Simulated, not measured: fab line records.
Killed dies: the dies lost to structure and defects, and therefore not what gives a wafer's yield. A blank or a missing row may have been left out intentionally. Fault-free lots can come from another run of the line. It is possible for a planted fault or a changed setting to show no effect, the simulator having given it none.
fab line records -- flow sky130 -- part 1 of 2: steps 1 to 22 of 33
record lots=5, wafers=15, last-day=49
route steps=708 shown FIELD_ISO@3 NWELL@32 DNWELL@35
lots that met no fault: taken from a fault-free run of the same line
start-h: hours from the record's first day to the start of the lot's first wafer shown -- wait-h: hours elapsed since this lot's preceding step -- " unchanged from the row above -- L1.1+2: several wafers, shown together as one row -- - value missing, or start not given -- * or withheld: withheld -- < > ~ a bound
route shown NAME@n: names a module that has steps shown in the file, with the first one's number in the route -- usual: mean and standard deviation over wafers with no fault -- same: alike in all rows -- chamber/n: place in a boat -- sites: each site's reading -- _std_site: how widely they spread, as a standard deviation -- _edge_site: inner sites' mean taken away from outer sites' mean -- radius-mm: for every site, how far away it sits from the centre of the wafer -- mask NAME#n: copy n -- behind: the most recent tool/chamber to have shaped the wafer -- hold: cause of the lot's hold/its duration in hours/its outcome -- device: which transistor (n, p or np) failed to switch -- end of line: tests of these same wafers at the route's end -- a step given without rows: its recipe and nothing more -- killed: the dies lost at the first sort to structure and to defects; this is not the yield of the wafer -- map: a wafer's dies, marking killed ones x, the rest . and places with no die _
set.NAME: the run value of the setting; set.NAME@STEP: its run value at that earlier step -- model.NAME: the simulator's own value behind a step, which no gauge read
lots at some steps of the route; a table a step, a row a wafer
services: from which hour (start-h, from the record's first day; less than 0 if before it) a tool's chamber was out of use, for how many hours, and why
## steps
# step SKY_FIELD_ISO_THK_MEAS_02
# recipe reads=SiO2_of_FIELD_ISO_OXIDATION_01
# usual FIELD_ISO_OXIDATION_00_THK=12.01/0.24
lot.wafer,tool,chamber,start-h,wait-h,FIELD_ISO_OXIDATION_00_THK[nm]
L075.2,film-metro-01,-,16.75,0.0,11.91
L075.3,film-metro-01,-,16.75,0.0,11.76
L075.6,film-metro-01,-,16.75,0.0,11.77
L082.2,film-metro-02,-,52.01,0.0,12.46
L082.4,film-metro-02,-,52.01,0.0,12.33
L082.5,film-metro-02,-,52.01,0.0,12.32
L083.4,film-metro-04,-,56.66,0.0,11.99
L083.5,film-metro-04,-,56.66,0.0,12.15
L083.6,film-metro-04,-,56.66,0.0,12.11
L090.1,film-metro-01,-,92.34,0.0,11.89
L090.3,film-metro-01,-,92.34,0.0,11.64
L090.5,film-metro-01,-,92.34,0.0,12.00
L094.2,film-metro-04,-,111.83,0.0,12.09
L094.4,film-metro-04,-,111.83,0.0,12.25
L094.5,film-metro-04,-,111.83,0.0,12.11
# step SKY_FIELD_ISO_CVD_03
# recipe material=Si3N4, precursor=DCS/NH3, target-thk-nm=165, temp-c=770, time-s=2830, pressure-mtorr=250
# usual pressure-mtorr=250.0/0.51, spike-tc-bottom-C=792.8/1.1, spike-tc-centre-C=770.7/1.2, spike-tc-lower-C=769.7/1.4
lot.wafer,tool,chamber,start-h,wait-h,pressure-mtorr,spike-tc-bottom-C,spike-tc-centre-C,spike-tc-lower-C
L075.2,lpcvd-02,0,16.87,0.1,250.4,793.9,770.4,767.9
L075.3,lpcvd-02,0,16.87,0.1,251.0,795.2,771.6,770.3
L075.6,lpcvd-02,0,16.87,0.1,250.5,793.4,769.8,769.0
L082.2,lpcvd-02,0,52.06,0.0,250.5,792.0,769.7,768.4
L082.4,lpcvd-02,0,52.06,0.0,249.5,793.8,770.5,770.2
L082.5,lpcvd-02,0,52.06,0.0,250.5,791.8,771.9,769.0
L083.4,lpcvd-02,0,56.69,0.0,250.2,794.6,769.6,769.1
L083.5,lpcvd-02,0,56.69,0.0,250.4,792.7,770.6,769.9
L083.6,lpcvd-02,0,56.69,0.0,250.8,792.0,771.9,770.4
L090.1,lpcvd-02,1,92.40,0.1,250.0,790.9,768.7,771.6
L090.3,lpcvd-02,1,92.40,0.1,250.2,793.2,769.4,770.8
L090.5,lpcvd-02,1,92.40,0.1,250.6,791.5,770.0,773.3
L094.2,lpcvd-02,1,112.38,0.5,249.5,791.6,770.1,771.9
L094.4,lpcvd-02,1,112.38,0.5,249.9,791.5,771.2,769.5
L094.5,lpcvd-02,1,112.38,0.5,249.0,792.4,770.2,768.9
# step SKY_FIELD_ISO_THK_MEAS_04
# recipe reads=Si3N4_of_FIELD_ISO_CVD_03
# usual FIELD_ISO_CVD_03_THK=165.5/1.4
lot.wafer,tool,chamber,start-h,wait-h,FIELD_ISO_CVD_03_THK[nm]
L075.2,film-metro-04,-,18.67,0.0,165.6
L075.3,film-metro-04,-,18.67,0.0,165.4
L075.6,film-metro-04,-,18.67,0.0,165.3
L082.2,film-metro-04,-,53.90,0.1,165.3
L082.4,film-metro-04,-,53.90,0.1,164.2
L082.5,film-metro-04,-,53.90,0.1,165.0
L083.4,film-metro-02,-,58.51,0.0,164.2
L083.5,film-metro-02,-,58.51,0.0,165.7
L083.6,film-metro-02,-,58.51,0.0,164.3
L090.1,film-metro-01,-,94.18,0.0,165.1
L090.3,film-metro-01,-,94.18,0.0,165.6
L090.5,film-metro-01,-,94.18,0.0,164.8
L094.2,film-metro-02,-,114.17,0.0,166.6
L094.4,film-metro-02,-,114.17,0.0,165.8
L094.5,film-metro-02,-,114.17,0.0,167.1
# step SKY_FIELD_ISO_DEHYDRATE_05
# recipe temp-c=200, time-s=60
# usual chill-plate-temp-C=22.99/0.11, exhaust-pa=45.0/0.82
lot.wafer,tool,chamber,start-h,wait-h,chill-plate-temp-C,exhaust-pa
L075.2,litho-track-04,0,25.44,6.8,22.88,45.4
L075.3,litho-track-04,0,25.44,6.8,22.92,46.4
L075.6,litho-track-04,0,25.44,6.8,22.98,44.6
L082.2,litho-track-04,0,61.39,7.5,23.08,42.6
L082.4,litho-track-04,0,61.39,7.5,23.08,42.5
L082.5,litho-track-04,0,61.39,7.5,23.06,45.1
L083.4,litho-track-03,0,66.38,7.9,23.00,44.9
L083.5,litho-track-03,0,66.38,7.9,23.00,44.6
L083.6,litho-track-03,0,66.38,7.9,23.05,45.3
L090.1,litho-track-04,0,102.57,8.4,23.12,44.9
L090.3,litho-track-04,0,102.57,8.4,22.97,45.9
L090.5,litho-track-04,0,102.57,8.4,22.97,44.7
L094.2,litho-track-03,0,122.73,8.5,23.12,44.4
L094.4,litho-track-03,0,122.73,8.5,23.20,45.4
L094.5,litho-track-03,0,122.73,8.5,23.08,43.8
# step SKY_FIELD_ISO_HMDS_06
# recipe prime-time-s=60, prime-temp-c=120
# usual chill-plate-temp-C=23.02/0.098, exhaust-pa=44.8/0.93
lot.wafer,tool,chamber,start-h,wait-h,chill-plate-temp-C,exhaust-pa
L075.2,litho-track-04,0,25.59,0.1,22.92,42.9
L075.3,litho-track-04,0,25.59,0.1,23.13,44.6
L075.6,litho-track-04,0,25.59,0.1,23.07,43.9
L082.2,litho-track-04,0,61.54,0.1,22.98,44.7
L082.4,litho-track-04,0,61.54,0.1,22.90,44.1
L082.5,litho-track-04,0,61.54,0.1,23.03,43.5
L083.4,litho-track-03,0,66.53,0.1,22.89,44.9
L083.5,litho-track-03,0,66.53,0.1,23.01,44.2
L083.6,litho-track-03,0,66.53,0.1,22.94,43.8
L090.1,litho-track-04,0,102.72,0.1,22.97,43.5
L090.3,litho-track-04,0,102.72,0.1,22.91,44.8
L090.5,litho-track-04,0,102.72,0.1,22.96,43.7
L094.2,litho-track-03,0,122.88,0.1,22.91,45.5
L094.4,litho-track-03,0,122.88,0.1,22.90,45.5
L094.5,litho-track-03,0,122.88,0.1,22.97,45.1
# step SKY_FIELD_ISO_COAT_07
# recipe resist=BARC, temp-c=withheld, time-s=withheld, spin-rpm=3000, resist-thk-nm=60
# usual chill-plate-temp-C=*, exhaust-pa=45.0/0.85
lot.wafer,tool,chamber,start-h,wait-h,chill-plate-temp-C,exhaust-pa
L075.2,litho-track-04,0,25.74,0.1,*,45.0
L075.3,litho-track-04,0,25.74,0.1,*,45.8
L075.6,litho-track-04,0,25.74,0.1,*,45.5
L082.2,litho-track-04,0,61.69,0.1,*,45.9
L082.4,litho-track-04,0,61.69,0.1,*,45.7
L082.5,litho-track-04,0,61.69,0.1,*,45.7
L083.4,litho-track-03,0,66.68,0.1,*,44.8
L083.5,litho-track-03,0,66.68,0.1,*,44.6
L083.6,litho-track-03,0,66.68,0.1,*,43.7
L090.1,litho-track-04,0,102.87,0.1,*,45.9
L090.3,litho-track-04,0,102.87,0.1,*,44.8
L090.5,litho-track-04,0,102.87,0.1,*,45.2
L094.2,litho-track-03,0,123.03,0.1,*,45.2
L094.4,litho-track-03,0,123.03,0.1,*,44.5
L094.5,litho-track-03,0,123.03,0.1,*,44.7
# step SKY_FIELD_ISO_COAT_08
# recipe resist=KrF-thick, spin-rpm=3000, resist-thk-nm=450
# usual chill-plate-temp-C=23.00/0.11, exhaust-pa=44.8/0.87
lot.wafer,tool,chamber,start-h,wait-h,chill-plate-temp-C,exhaust-pa
L075.2,litho-track-04,0,-,-,23.17,45.8
L075.3,litho-track-04,0,-,-,23.01,43.4
L075.6,litho-track-04,0,-,-,23.10,45.3
L082.2,litho-track-04,0,-,-,22.77,43.4
L082.4,litho-track-04,0,-,-,23.01,43.6
L082.5,litho-track-04,0,-,-,22.90,44.0
L083.4,litho-track-03,0,-,-,23.14,44.5
L083.5,litho-track-03,0,-,-,23.13,44.6
L083.6,litho-track-03,0,-,-,23.25,45.1
L090.1,litho-track-04,0,-,-,22.91,44.4
L090.3,litho-track-04,0,-,-,23.03,44.8
L090.5,litho-track-04,0,-,-,22.84,45.2
L094.2,litho-track-03,0,-,-,23.00,45.6
L094.4,litho-track-03,0,-,-,22.87,45.1
L094.5,litho-track-03,0,-,-,22.91,44.3
# step SKY_FIELD_ISO_SOFTBAKE_09
# recipe temp-c=100, time-s=90, resist=KrF-thick
# usual chill-plate-temp-C=22.98/0.1, exhaust-pa=44.8/0.8
lot.wafer,tool,chamber,start-h,wait-h,chill-plate-temp-C,exhaust-pa
L075.2,litho-track-04,0,-,-,22.97,44.0
L075.3,litho-track-04,0,-,-,23.03,44.8
L075.6,litho-track-04,0,-,-,23.04,43.3
L082.2,litho-track-04,0,-,-,23.13,44.8
L082.4,litho-track-04,0,-,-,23.05,45.1
L082.5,litho-track-04,0,-,-,23.05,44.3
L083.4,litho-track-03,0,-,-,23.01,45.6
L083.5,litho-track-03,0,-,-,22.98,45.9
L083.6,litho-track-03,0,-,-,22.93,44.5
L090.1,litho-track-04,0,-,-,22.88,43.9
L090.3,litho-track-04,0,-,-,22.81,44.8
L090.5,litho-track-04,0,-,-,22.82,43.0
L094.2,litho-track-03,0,-,-,23.02,44.6
L094.4,litho-track-03,0,-,-,22.89,44.5
L094.5,litho-track-03,0,-,-,23.06,45.2
# step SKY_FIELD_ISO_EXPOSE_10
# recipe mask-id=FOM, na=0.68, source-shape=annular, sigma-inner=0.4, sigma-outer=0.8, target-cd-nm=150, dose-mj=28
# usual focus-offset-nm=0.0/0.52
# same sigma-inner=0.4
lot.wafer,tool,chamber,start-h,wait-h,mask,focus-offset-nm
L075.2,krf-scanner-01,0,-,-,FOM#0,-0.8
L075.3,krf-scanner-01,0,-,-,FOM#0,-0.5
L075.6,krf-scanner-01,0,-,-,FOM#0,0.0
L082.2,krf-scanner-02,0,-,-,FOM#0,0.3
L082.4,krf-scanner-02,0,-,-,FOM#0,0.6
L082.5,krf-scanner-02,0,-,-,FOM#0,0.9
L083.4,krf-scanner-02,0,-,-,FOM#0,0.1
L083.5,krf-scanner-02,0,-,-,FOM#0,-0.5
L083.6,krf-scanner-02,0,-,-,FOM#0,0.3
L090.1,krf-scanner-02,0,-,-,FOM#0,0.8
L090.3,krf-scanner-02,0,-,-,FOM#0,-0.1
L090.5,krf-scanner-02,0,-,-,FOM#0,-0.1
L094.2,krf-scanner-01,0,-,-,FOM#0,0.1
L094.4,krf-scanner-01,0,-,-,FOM#0,-0.1
L094.5,krf-scanner-01,0,-,-,FOM#0,0.3
# step SKY_FIELD_ISO_PEB_11
# recipe peb-temp-c=withheld, peb-time-s=withheld, resist=KrF-thick
# usual chill-plate-temp-C=*, exhaust-pa=44.7/1.1
lot.wafer,tool,chamber,start-h,wait-h,chill-plate-temp-C,exhaust-pa
L075.2,litho-track-03,0,-,-,*,43.6
L075.3,litho-track-03,0,-,-,*,45.0
L075.6,litho-track-03,0,-,-,*,45.4
L082.2,litho-track-03,0,-,-,*,45.3
L082.4,litho-track-03,0,-,-,*,44.8
L082.5,litho-track-03,0,-,-,*,44.0
L083.4,litho-track-04,0,-,-,*,44.2
L083.5,litho-track-04,0,-,-,*,44.4
L083.6,litho-track-04,0,-,-,*,45.5
L090.1,litho-track-02,0,-,-,*,44.1
L090.3,litho-track-02,0,-,-,*,45.7
L090.5,litho-track-02,0,-,-,*,44.3
L094.2,litho-track-03,0,-,-,*,43.6
L094.4,litho-track-03,0,-,-,*,43.9
L094.5,litho-track-03,0,-,-,*,43.5
# step SKY_FIELD_ISO_DEVELOP_12
# recipe develop-time-s=60, resist=KrF-thick, dev-temp-c=21
# usual chill-plate-temp-C=22.99/0.12, exhaust-pa=45.0/1
lot.wafer,tool,chamber,start-h,wait-h,chill-plate-temp-C,exhaust-pa
L075.2,litho-track-03,0,-,-,22.96,45.4
L075.3,litho-track-03,0,-,-,23.04,45.4
L075.6,litho-track-03,0,-,-,23.01,45.2
L082.2,litho-track-03,0,-,-,22.86,46.0
L082.4,litho-track-03,0,-,-,23.01,46.0
L082.5,litho-track-03,0,-,-,22.95,45.6
L083.4,litho-track-04,0,-,-,22.98,44.8
L083.5,litho-track-04,0,-,-,22.88,44.9
L083.6,litho-track-04,0,-,-,22.86,46.5
L090.1,litho-track-02,0,-,-,23.11,45.0
L090.3,litho-track-02,0,-,-,23.08,45.5
L090.5,litho-track-02,0,-,-,23.37,45.0
L094.2,litho-track-03,0,-,-,22.94,44.2
L094.4,litho-track-03,0,-,-,22.87,44.5
L094.5,litho-track-03,0,-,-,22.93,44.7
# step SKY_FIELD_ISO_CD_MEAS_13
# recipe target-cd-nm=150
# usual cd-nm=149.4/1.4
lot.wafer,tool,chamber,start-h,wait-h,cd-nm
L075.2,cd-sem-02,-,33.92,-,150.1
L075.3,cd-sem-02,-,33.92,-,148.7
L075.6,cd-sem-02,-,33.92,-,147.7
L082.2,cd-sem-01,-,70.37,-,148.4
L082.4,cd-sem-01,-,70.37,-,148.6
L082.5,cd-sem-01,-,70.37,-,148.4
L083.4,cd-sem-01,-,74.53,-,147.5
L083.5,cd-sem-01,-,74.53,-,148.4
L083.6,cd-sem-01,-,74.53,-,146.8
L090.1,cd-sem-01,-,112.31,-,149.1
L090.3,cd-sem-01,-,112.31,-,148.0
L090.5,cd-sem-01,-,112.31,-,149.1
L094.2,cd-sem-02,-,132.20,-,150.5
L094.4,cd-sem-02,-,132.20,-,149.9
L094.5,cd-sem-02,-,132.20,-,151.6
# step SKY_FIELD_ISO_ETCH_14
# recipe chemistry=N2/H2, target=BARC, ion-energy-ev=200, source-w=500, bias-w=100, pressure-mtorr=30, n2-flow-sccm=100, h2-flow-sccm=200, stop-on=SiO2, time-s=45.9, target-depth-a=600
# usual drypump-motor-current-A=5.5/0.39, oes-product-au=0.855/0.0044, throttle-valve-pct=13.224/0.0088
lot.wafer,tool,chamber,start-h,wait-h,drypump-motor-current-A,oes-product-au,rf-hours-counter-h,throttle-valve-pct
L075.2,rie-diel-02,1,34.02,0.1,5.9,0.864,66,13.214
L075.3,rie-diel-02,0,34.02,0.1,5.4,0.854,157,13.241
L075.6,rie-diel-02,1,34.02,0.1,5.9,0.852,-,13.238
L082.2,rie-diel-03,1,70.47,0.1,4.7,0.857,33,13.229
L082.4,rie-diel-03,3,70.47,0.1,5.8,0.859,3,13.238
L082.5,rie-diel-03,1,70.47,0.1,4.7,0.853,-,13.235
L083.4,rie-diel-02,3,74.59,0.0,5.2,0.853,95,13.207
L083.5,rie-diel-02,1,74.59,0.0,6.0,0.860,-,13.223
L083.6,rie-diel-02,0,74.59,0.0,5.4,0.858,-,13.220
L090.1,rie-diel-04,0,112.43,0.1,5.9,0.859,99,13.237
L090.3,rie-diel-04,1,112.43,0.1,5.9,0.857,44,13.210
L090.5,rie-diel-04,0,112.43,0.1,5.9,0.864,-,13.219
L094.2,rie-diel-02,0,132.30,0.1,5.4,0.851,159,13.231
L094.4,rie-diel-02,3,132.30,0.1,5.2,0.858,96,13.215
L094.5,rie-diel-02,3,132.30,0.1,5.2,0.861,-,13.217
# step SKY_FIELD_ISO_ETCH_15
# recipe chemistry=CHF3/O2, target-depth-nm=180, stop-on=Si, source-w=600, bias-w=200, pressure-mtorr=40, chf3-flow-sccm=50, O2_flow_sccm=5, time-s=72
# usual drypump-motor-current-A=5.5/0.39, oes-product-au=0.947/0.0068, throttle-valve-pct=8.845/0.0089
lot.wafer,tool,chamber,start-h,wait-h,drypump-motor-current-A,oes-product-au,rf-hours-counter-h,throttle-valve-pct
L075.2,rie-diel-02,1,34.07,0.0,5.9,0.953,66,8.860
L075.3,rie-diel-02,0,34.07,0.0,5.4,0.948,157,8.837
L075.6,rie-diel-02,1,34.07,0.0,5.9,0.943,-,8.820
L082.2,rie-diel-03,1,70.52,0.0,4.7,0.943,33,8.841
L082.4,rie-diel-03,3,70.52,0.0,5.8,0.937,3,8.835
L082.5,rie-diel-03,1,70.52,0.0,4.7,0.938,-,8.851
L083.4,rie-diel-02,3,74.63,0.0,5.2,0.939,95,8.841
L083.5,rie-diel-02,1,74.63,0.0,5.9,0.940,-,8.852
L083.6,rie-diel-02,0,74.63,0.0,5.4,0.941,-,8.841
L090.1,rie-diel-04,0,112.47,0.0,5.9,0.939,99,8.840
L090.3,rie-diel-04,1,112.47,0.0,5.8,0.947,44,8.843
L090.5,rie-diel-04,0,112.47,0.0,5.9,0.942,-,8.858
L094.2,rie-diel-02,0,132.34,0.0,5.3,0.953,159,8.848
L094.4,rie-diel-02,3,132.34,0.0,5.2,0.945,96,8.875
L094.5,rie-diel-02,3,132.34,0.0,5.2,0.949,-,8.842
# step SKY_FIELD_ISO_STRIP_16
# recipe chemistry=O2/N2, power-w=1400, pressure-mtorr=1500, platen-temp-c=withheld, o2-flow-sccm=3000, n2-flow-sccm=300, overash-fraction=0.5
# usual drypump-motor-current-A=5.5/0.51, oes-product-au=0.378/0.005, strip-time-to-endpoint-s=3.550/0.028
lot.wafer,tool,chamber,start-h,wait-h,drypump-motor-current-A,oes-product-au,rf-hours-counter-h,strip-time-to-endpoint-s
L075.2,plasma-asher-04,1,34.12,0.0,5.0,0.387,35,3.553
L075.3,plasma-asher-04,1,34.12,0.0,5.0,0.375,-,3.601
L075.6,plasma-asher-04,1,34.12,0.0,5.0,0.386,-,3.545
L082.2,plasma-asher-02,1,70.57,0.0,4.8,0.380,26,3.580
L082.4,plasma-asher-02,0,70.57,0.0,6.0,0.380,-,3.547
L082.5,plasma-asher-02,0,70.57,0.0,6.0,0.379,-,3.566
L083.4,plasma-asher-02,1,74.72,0.1,4.8,0.376,-,3.531
L083.5,plasma-asher-02,0,74.72,0.1,6.1,0.372,-,3.497
L083.6,plasma-asher-02,1,74.72,0.1,4.8,0.378,-,3.529
L090.1,plasma-asher-04,1,112.53,0.0,5.0,0.382,44,3.546
L090.3,plasma-asher-04,1,112.53,0.0,5.0,0.377,-,3.554
L090.5,plasma-asher-04,1,112.53,0.0,5.0,0.389,-,3.547
L094.2,plasma-asher-02,1,132.40,0.0,4.8,0.378,30,3.571
L094.4,plasma-asher-02,1,132.40,0.0,4.8,0.371,-,3.598
L094.5,plasma-asher-02,0,132.40,0.0,6.1,0.374,-,3.542
# step SKY_FIELD_ISO_ETCH_17
# recipe target-depth-a=3420, mask-material=Si3N4, chemistry=HBr/Cl2/O2, target=Si, taper-deg=5, icp-w=600, bias-w=150, pressure-mtorr=15, HBr_flow_sccm=150, Cl2_flow_sccm=40, O2_flow_sccm=6, time-s=97.7
# usual drypump-motor-current-A=5.26/0.23, oes-product-au=1.002/0.0065, throttle-valve-pct=25.655/0.01
lot.wafer,tool,chamber,start-h,wait-h,drypump-motor-current-A,oes-product-au,rf-hours-counter-h,throttle-valve-pct
L075.2,rie-si-01,3,34.22,0.1,5.37,1.010,118,25.656
L075.3,rie-si-01,1,34.22,0.1,5.51,1.007,115,25.658
L075.6,rie-si-01,1,34.22,0.1,5.53,1.000,-,25.646
L082.2,rie-si-02,2,70.67,0.1,5.41,1.002,87,25.645
L082.4,rie-si-02,0,70.67,0.1,5.49,0.993,70,25.645
L082.5,rie-si-02,0,70.67,0.1,5.45,1.003,-,25.652
L083.4,rie-si-01,2,74.78,0.0,4.99,1.005,81,25.642
L083.5,rie-si-01,2,74.78,0.0,4.97,0.995,-,25.646
L083.6,rie-si-01,3,74.78,0.0,5.37,1.007,-,25.646
L090.1,rie-si-01,2,112.63,0.1,4.99,1.000,81,25.649
L090.3,rie-si-01,3,112.63,0.1,5.37,1.004,119,25.668
L090.5,rie-si-01,2,112.63,0.1,4.99,1.005,-,25.644
L094.2,rie-si-01,2,132.50,0.1,5.00,1.003,82,25.662
L094.4,rie-si-01,3,132.50,0.1,5.37,0.996,119,25.666
L094.5,rie-si-01,1,132.50,0.1,5.54,1.006,-,25.664
# step SKY_FIELD_ISO_WET_ETCH_18
# recipe chemistry=H3PO4, target-depth-nm=25, temp-c=160, target=Si3N4, time-s=286
lot.wafer,tool,chamber,start-h,wait-h
L075.2+3+6,wet-bench-01,1,34.29,0.0
L082.2+4+5,wet-bench-01,1,70.74,0.0
L083.4+5+6,wet-bench-02,2,74.86,0.0
L090.1+3+5,wet-bench-03,3,112.70,0.0
L094.2+4+5,wet-bench-02,3,132.57,0.0
# step SKY_FIELD_ISO_CLEAN_19
# recipe chemistry=SC1/SC2, mix=1:4:20, temp-c=70, time-s=150
lot.wafer,tool,chamber,start-h,wait-h
L075.2+3+6,wet-bench-03,1,34.38,0.0
L082.2+4+5,wet-bench-03,1,70.83,0.0
L083.4+5+6,wet-bench-01,3,74.94,0.0
L090.1+3+5,wet-bench-02,0,112.79,0.0
L094.2+4+5,wet-bench-01,2,132.66,0.0
# step SKY_FIELD_ISO_CLEAN_20
# recipe chemistry=dHF, time-s=20, dilution=100:1
lot.wafer,tool,chamber,start-h,wait-h
L075.2+3+6,wet-bench-02,3,34.43,0.0
L082.2+4+5,wet-bench-02,1,70.88,0.0
L083.4+5+6,wet-bench-02,1,74.99,0.0
L090.1+3+5,wet-bench-03,0,112.84,0.0
L094.2+4+5,wet-bench-02,2,132.71,0.0
# step SKY_FIELD_ISO_WET_ETCH_21
# recipe chemistry=dHF, dilution=100:1, target-depth-nm=20, dry=ipa-marangoni, target=SiO2, temp-c=25, time-s=400
lot.wafer,tool,chamber,start-h,wait-h
L075.2+3+6,wet-bench-01,3,34.45,0.0
L082.2+4+5,wet-bench-01,1,70.90,0.0
L083.4+5+6,wet-bench-01,2,75.01,0.0
L090.1+3+5,wet-bench-01,0,112.86,0.0
L094.2+4+5,wet-bench-03,2,132.72,0.0
# step SKY_FIELD_ISO_OXIDATION_22
# recipe temp-c=950, ambient=O2, stabilise-s=600, purge-s=300, target-thk-a=100, ox-time-s=623
# usual spike-tc-bottom-C=969/3.1, spike-tc-centre-C=950.4/1.5, spike-tc-lower-C=950.7/0.93
lot.wafer,tool,chamber,start-h,wait-h,spike-tc-bottom-C,spike-tc-centre-C,spike-tc-lower-C
L075.2,furnace-02,0,35.01,0.4,971,948.9,949.3
L075.3,furnace-02,0,35.01,0.4,972,950.6,950.5
L075.6,furnace-02,0,35.01,0.4,972,949.4,951.0
L082.2,furnace-02,0,71.46,0.4,971,950.2,948.6
L082.4,furnace-02,0,71.46,0.4,972,948.3,951.0
L082.5,furnace-02,0,71.46,0.4,974,949.7,950.3
L083.4,furnace-02,0,76.63,1.5,971,949.9,950.6
L083.5,furnace-02,0,76.63,1.5,971,949.4,950.4
L083.6,furnace-02,0,76.63,1.5,974,949.8,950.7
L090.1,furnace-01,0,113.23,0.2,965,951.6,951.3
L090.3,furnace-01,0,113.23,0.2,965,952.0,951.2
L090.5,furnace-01,0,113.23,0.2,964,952.6,950.5
L094.2,furnace-02,0,134.38,1.5,972,948.4,950.1
L094.4,furnace-02,0,134.38,1.5,972,950.5,952.9
L094.5,furnace-02,0,134.38,1.5,970,949.6,950.4
# step SKY_FIELD_ISO_THK_MEAS_23
# recipe reads=SiO2_of_FIELD_ISO_OXIDATION_22
# usual FIELD_ISO_OXIDATION_01_THK=10.00/0.16
lot.wafer,tool,chamber,start-h,wait-h,FIELD_ISO_OXIDATION_01_THK[nm]
L075.2,film-metro-02,-,36.19,0.0,9.97
L075.3,film-metro-02,-,36.19,0.0,9.89
L075.6,film-metro-02,-,36.19,0.0,9.94
L082.2,film-metro-02,-,72.64,0.0,9.94
L082.4,film-metro-02,-,72.64,0.0,9.87
L082.5,film-metro-02,-,72.64,0.0,9.94
L083.4,film-metro-04,-,77.83,0.0,10.15
L083.5,film-metro-04,-,77.83,0.0,10.19
L083.6,film-metro-04,-,77.83,0.0,10.17
L090.1,film-metro-02,-,114.40,0.0,9.99
L090.3,film-metro-02,-,114.40,0.0,10.21
L090.5,film-metro-02,-,114.40,0.0,10.02
L094.2,film-metro-01,-,135.56,0.0,10.02
L094.4,film-metro-01,-,135.56,0.0,9.97
L094.5,film-metro-01,-,135.56,0.0,9.93
